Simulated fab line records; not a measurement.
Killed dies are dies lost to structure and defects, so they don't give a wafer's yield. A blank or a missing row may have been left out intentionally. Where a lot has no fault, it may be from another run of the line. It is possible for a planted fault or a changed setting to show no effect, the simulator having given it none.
fab line records | flow gf180mcu
record lots=5 | wafers=15 | last-day=34
route steps=602 shown NWELL@46 LVPWELL@54 MVSD@66
lots with no fault: from the same line, run without faults
start-h: start of the lot's first displayed wafer, in hours after the record's first day | wait-h: hours since the lot's step before | " unchanged from the row above | L1.1+2: a single row standing in for several wafers | - no value, or no start was given | * or withheld: withheld | < > ~ a bound
route shown NAME@n: NAME is a module with steps in the file, n the number in the route of the first one | usual: mean/standard deviation of fault-free wafers | same: alike in all rows | chamber/n: place in a boat | sites: readings site by site | _std_site: their standard deviation | _edge_site: inner sites' mean taken away from outer sites' mean | radius-mm: how far each site lies from the wafer's centre | mask NAME#n: copy n | behind: the last tool/chamber to shape the wafer | hold: why the lot went on hold/how many hours it stayed there/how the hold came to an end | device: the transistor (n, p or np) that didn't switch | end of line: the tests these same wafers got at the end of their route | a step with no rows: only its recipe | killed: dies lost to structure and defects at the first sort, not the wafer's yield | map: a wafer's dies, x killed, . not, _ none there
set.NAME: the setting as run; set.NAME@STEP: as run at that earlier step | model.NAME: the simulator's own value behind a step, which no gauge read
lots seen at some steps along the route; tables by step, rows by wafer
services: when a tool's chamber went out of use (start-h, in hours from the record's first day, below 0 if earlier), for how many hours, and the reason
## steps
# step GF_NWELL_EXPOSE_04
# recipe mask-id=Nwell | target-cd-nm=860 | na=0.6 | source-shape=conventional | sigma-outer=0.6 | dose-mj=260
# step GF_NWELL_PEB_05
# recipe temp-c=115 | time-s=withheld
# step GF_NWELL_DEVELOP_06
# recipe wall-angle-deg=90 | develop-time-s=60 | dev-temp-c=23
# step GF_NWELL_OVL_MEAS_07
# usual NWELL_OVL=1.0/1.4
lot.wafer | tool       | chamber | start-h | wait-h | NWELL_OVL[nm]
L119.3    | overlay-02 | -       | 85.03   | -      | -1.3
L119.4    | "          | -       | "       | "      | -0.7
L119.6    | "          | -       | "       | "      | 0.4
L120.1    | overlay-02 | -       | 92.27   | -      | -0.4
L120.3    | "          | -       | "       | "      | 0.2
L120.5    | "          | -       | "       | "      | 1.7
L126.1    | overlay-01 | -       | 121.72  | -      | 1.8
L126.2    | "          | -       | "       | "      | 2.0
L126.6    | "          | -       | "       | "      | 2.6
L136.1    | overlay-02 | -       | 175.26  | -      | 0.8
L136.3    | "          | -       | "       | "      | 1.3
L136.4    | "          | -       | "       | "      | 1.7
L137.3    | overlay-02 | -       | 182.72  | -      | 0.3
L137.4    | "          | -       | "       | "      | 1.8
L137.5    | "          | -       | "       | "      | 0.8
# step GF_NWELL_IMPLANT_08
# recipe species=P | energy-kev=450 | dose-cm2=1.5e+13 | tilt-deg=0
# step GF_NWELL_IMPLANT_09
# recipe species=P | energy-kev=160 | dose-cm2=4e+12 | tilt-deg=0
# step GF_NWELL_STRIP_10
# recipe chemistry=O2/N2 | power-w=1400 | pressure-mtorr=1500 | platen-temp-c=250 | o2-flow-sccm=3000 | n2-flow-sccm=300 | overash-fraction=0.5
# usual drypump-motor-current-A=6.05/0.29 | heater-power-w=334/38 | oes-product-au=0.723/0.0046 | platen-temp-c=249.98/0.18 | strip-time-to-endpoint-s=36.95/0.14
lot.wafer | tool            | chamber | start-h | wait-h | drypump-motor-current-A | heater-power-w | oes-product-au | platen-temp-c | rf-hours-counter-h | strip-time-to-endpoint-s
L119.3    | plasma-asher-01 | 0       | 85.39   | 0.1    | 6.50                    | 384            | 0.715          | 249.95        | -                  | 37.01
L119.4    | "               | 1       | "       | "      | 5.62                    | 374            | 0.723          | 250.01        | -                  | 36.91
L119.6    | "               | 1       | "       | "      | 5.63                    | 383            | 0.719          | 250.01        | -                  | 36.95
L120.1    | plasma-asher-03 | 0       | 92.60   | 0.1    | 6.00                    | 299            | 0.726          | 250.00        | 45                 | 37.17
L120.3    | "               | 1       | "       | "      | 5.68                    | 315            | 0.722          | 250.26        | -                  | 37.30
L120.5    | "               | 0       | "       | "      | 6.01                    | 294            | 0.728          | 249.96        | -                  | 37.29
L126.1    | plasma-asher-04 | 0       | 122.05  | 0.1    | 6.17                    | 319            | 0.728          | 249.82        | 46                 | 36.96
L126.2    | "               | 1       | "       | "      | 6.11                    | 293            | 0.726          | 249.92        | 46                 | 36.96
L126.6    | "               | 0       | "       | "      | 6.19                    | 314            | 0.726          | 250.27        | -                  | 36.95
L136.1    | plasma-asher-04 | 1       | 175.60  | 0.1    | 6.07                    | 301            | 0.719          | 249.86        | 52                 | 36.79
L136.3    | "               | 1       | "       | "      | 6.08                    | 298            | 0.723          | 250.05        | -                  | 36.92
L136.4    | "               | 0       | "       | "      | 6.19                    | 324            | 0.723          | 250.13        | -                  | 36.92
L137.3    | plasma-asher-01 | 1       | 183.08  | 0.1    | 5.57                    | 378            | 0.714          | 249.92        | -                  | 37.05
L137.4    | "               | 0       | "       | "      | 6.48                    | 383            | 0.718          | 249.74        | -                  | 36.91
L137.5    | "               | 1       | "       | "      | 5.65                    | 378            | 0.713          | 249.76        | -                  | 37.02
# step GF_NWELL_TW_MEAS_11
# usual NWELL_TW=1559/9
lot.wafer | tool          | chamber | start-h | wait-h | NWELL_TW
L119.3    | film-metro-03 | -       | 85.47   | 0.1    | 1577
L119.4    | "             | -       | "       | "      | 1570
L119.6    | "             | -       | "       | "      | 1571
L120.1    | film-metro-04 | -       | 92.70   | 0.1    | 1564
L120.3    | "             | -       | "       | "      | 1570
L120.5    | "             | -       | "       | "      | 1560
L126.1    | film-metro-01 | -       | 122.15  | 0.1    | 1561
L126.2    | "             | -       | "       | "      | 1552
L126.6    | "             | -       | "       | "      | 1554
L136.1    | film-metro-01 | -       | 175.70  | 0.1    | 1548
L136.3    | "             | -       | "       | "      | 1558
L136.4    | "             | -       | "       | "      | 1557
L137.3    | film-metro-04 | -       | 183.17  | 0.1    | 1562
L137.4    | "             | -       | "       | "      | 1564
L137.5    | "             | -       | "       | "      | 1558
# step GF_LVPWELL_DEHYDRATE_00
# recipe temp-c=200 | time-s=60
# step GF_LVPWELL_HMDS_01
# recipe prime-time-s=60 | prime-temp-c=120
# step GF_LVPWELL_COAT_02
# recipe spin-rpm=2000 | resist-thk-nm=3000
# step GF_LVPWELL_SOFTBAKE_03
# recipe temp-c=110 | time-s=withheld
# step GF_LVPWELL_EXPOSE_04
# recipe mask-id=LVPWELL | target-cd-nm=600 | na=0.6 | source-shape=conventional | sigma-outer=0.6 | dose-mj=260
lot.wafer  | tool             | chamber | start-h | wait-h | mask
L119.3+4+6 | iline-stepper-01 | 0       | 92.26   | -      | LVPWELL#0
L120.1+3+5 | iline-stepper-01 | 0       | 99.82   | -      | LVPWELL#0
L126.1+2+6 | iline-stepper-01 | 0       | 129.11  | -      | Nwell#0
L136.1+3+4 | iline-stepper-01 | 0       | 184.24  | -      | LVPWELL#0
L137.3+4+5 | iline-stepper-02 | 0       | 191.68  | -      | LVPWELL#0
# step GF_LVPWELL_PEB_05
# recipe temp-c=115 | time-s=withheld
# step GF_LVPWELL_DEVELOP_06
# recipe wall-angle-deg=90 | develop-time-s=60 | dev-temp-c=23
# step GF_LVPWELL_OVL_MEAS_07
# usual LVPWELL_OVL=0.1/1.3
lot.wafer | tool       | chamber | start-h | wait-h | LVPWELL_OVL[nm]
L119.3    | overlay-02 | -       | 98.73   | -      | -0.9
L119.4    | "          | -       | "       | "      | -0.4
L119.6    | "          | -       | "       | "      | 0.2
L120.1    | overlay-01 | -       | 106.81  | -      | 3.0
L120.3    | "          | -       | "       | "      | 2.1
L120.5    | "          | -       | "       | "      | 1.3
L126.1    | overlay-02 | -       | 136.27  | -      | -
L126.2    | "          | -       | "       | "      | -
L126.6    | "          | -       | "       | "      | -
L136.1    | overlay-02 | -       | 192.61  | -      | -0.9
L136.3    | "          | -       | "       | "      | -0.5
L136.4    | "          | -       | "       | "      | 0.9
L137.3    | overlay-01 | -       | 199.43  | -      | -0.8
L137.4    | "          | -       | "       | "      | 1.1
L137.5    | "          | -       | "       | "      | 1.3
# step GF_LVPWELL_IMPLANT_08
# recipe species=B | energy-kev=170 | dose-cm2=1.5e+13 | tilt-deg=0
# step GF_LVPWELL_IMPLANT_09
# recipe species=B | energy-kev=60 | dose-cm2=5e+12 | tilt-deg=0
# step GF_LVPWELL_STRIP_10
# recipe chemistry=O2/N2 | power-w=1400 | pressure-mtorr=1500 | platen-temp-c=250 | o2-flow-sccm=3000 | n2-flow-sccm=300 | overash-fraction=0.5
# usual drypump-motor-current-A=5.99/0.18 | heater-power-w=315/24 | oes-product-au=0.722/0.0045 | platen-temp-c=250.01/0.18 | strip-time-to-endpoint-s=36.98/0.091
lot.wafer | tool            | chamber | start-h | wait-h | drypump-motor-current-A | heater-power-w | oes-product-au | platen-temp-c | rf-hours-counter-h | strip-time-to-endpoint-s
L119.3    | plasma-asher-03 | 1       | 99.08   | 0.1    | 5.67                    | 324            | 0.723          | 249.87        | -                  | 37.05
L119.4    | "               | 0       | "       | "      | 5.97                    | 295            | 0.717          | 250.16        | -                  | 37.05
L119.6    | "               | 1       | "       | "      | 5.65                    | 314            | 0.719          | 250.07        | -                  | 36.97
L120.1    | plasma-asher-02 | 0       | 107.15  | 0.1    | 6.10                    | 323            | 0.723          | 249.89        | 31                 | 36.95
L120.3    | "               | 0       | "       | "      | 6.13                    | 323            | 0.716          | 250.07        | -                  | 36.94
L120.5    | "               | 0       | "       | "      | 6.13                    | 319            | 0.728          | 249.97        | -                  | 36.99
L126.1    | plasma-asher-03 | 0       | 136.61  | 0.1    | 6.00                    | 286            | 0.722          | 249.76        | 2                  | 36.80
L126.2    | "               | 1       | "       | "      | 5.67                    | 313            | 0.720          | 250.22        | 2                  | 36.96
L126.6    | "               | 0       | "       | "      | 5.98                    | 296            | 0.728          | 250.03        | -                  | 36.98
L136.1    | plasma-asher-04 | 0       | 192.95  | 0.1    | 6.19                    | 322            | 0.720          | 249.88        | 53                 | 37.03
L136.3    | "               | 0       | "       | "      | 6.18                    | 317            | 0.714          | 249.69        | -                  | 36.95
L136.4    | "               | 1       | "       | "      | 6.05                    | 290            | 0.720          | 249.93        | -                  | 37.05
L137.3    | plasma-asher-03 | 0       | 199.79  | 0.1    | 6.01                    | 298            | 0.722          | 249.95        | -                  | 36.75
L137.4    | "               | 1       | "       | "      | 5.68                    | 321            | 0.726          | 249.83        | -                  | 36.90
L137.5    | "               | 1       | "       | "      | 5.70                    | 315            | 0.729          | 249.91        | -                  | 36.91
# step GF_LVPWELL_TW_MEAS_11
# usual LVPWELL_TW=553/3.1
lot.wafer | tool          | chamber | start-h | wait-h | LVPWELL_TW
L119.3    | film-metro-04 | -       | 99.17   | 0.1    | 551
L119.4    | "             | -       | "       | "      | 550
L119.6    | "             | -       | "       | "      | 550
L120.1    | film-metro-01 | -       | 107.25  | 0.1    | 550
L120.3    | "             | -       | "       | "      | 546
L120.5    | "             | -       | "       | "      | 550
L126.1    | film-metro-04 | -       | 136.71  | 0.1    | 30
L126.2    | "             | -       | "       | "      | 30
L126.6    | "             | -       | "       | "      | 30
L136.1    | film-metro-01 | -       | 193.05  | 0.1    | 553
L136.3    | "             | -       | "       | "      | 555
L136.4    | "             | -       | "       | "      | 550
L137.3    | film-metro-04 | -       | 199.87  | 0.1    | 557
L137.4    | "             | -       | "       | "      | 553
L137.5    | "             | -       | "       | "      | 556
# step GF_MVSD_DEHYDRATE_00
# recipe temp-c=200 | time-s=60
## services
tool             | chamber | start-h | hours | kind
plasma-asher-03  | -       | 108.75  | 9.0   | pm
plasma-asher-03  | 0       | 108.75  | 9.0   | vent-cycle
plasma-asher-03  | 1       | 108.75  | 9.0   | vent-cycle
plasma-asher-03  | 0       | 117.75  | -     | clean
plasma-asher-03  | 1       | 117.75  | -     | clean
plasma-asher-01  | -       | 134.26  | 2.2   | repair
iline-stepper-01 | -       | 146.87  | 1.7   | pm
iline-stepper-02 | -       | 166.68  | 1.7   | pm
iline-stepper-02 | 0       | 185.76  | -     | calibration
plasma-asher-02  | -       | 196.48  | 1.6   | repair
## key
first-sign step=GF_LVPWELL_EXPOSE_04 | reading=mask | direction=changed
effect step=GF_LVPWELL_OVL_MEAS_07 | reading=LVPWELL_OVL | direction=missing
effect step=GF_LVPWELL_TW_MEAS_11 | reading=LVPWELL_TW | direction=down | sigmas=99+ | usual=553 | struck=30
met-at GF_LVPWELL_EXPOSE_04
struck-wafers L126.1,L126.2,L126.6
sort-left-out L126.1,L126.2,L126.6
tester-left-out L126
onset-between 99.82 129.11
fault kind=wrong-mask | tool=any | chamber=- | onset-h=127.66 | steps=GF_LVPWELL_EXPOSE_04 | aux-copy=Nwell#0 | scope=struck-lots-only
# tester-left-out: of these lots the tester's yield and bins aren't shown, on N5 and GAA mostly nor the transistor test; their killed dies are dies lost to structure and defects alone, not to doping, threshold or leakage, so they don't give the yield
# sort-left-out: the simulated sort isn't trusted on such a fault, so these wafers' sort isn't shown, and their yield isn't known
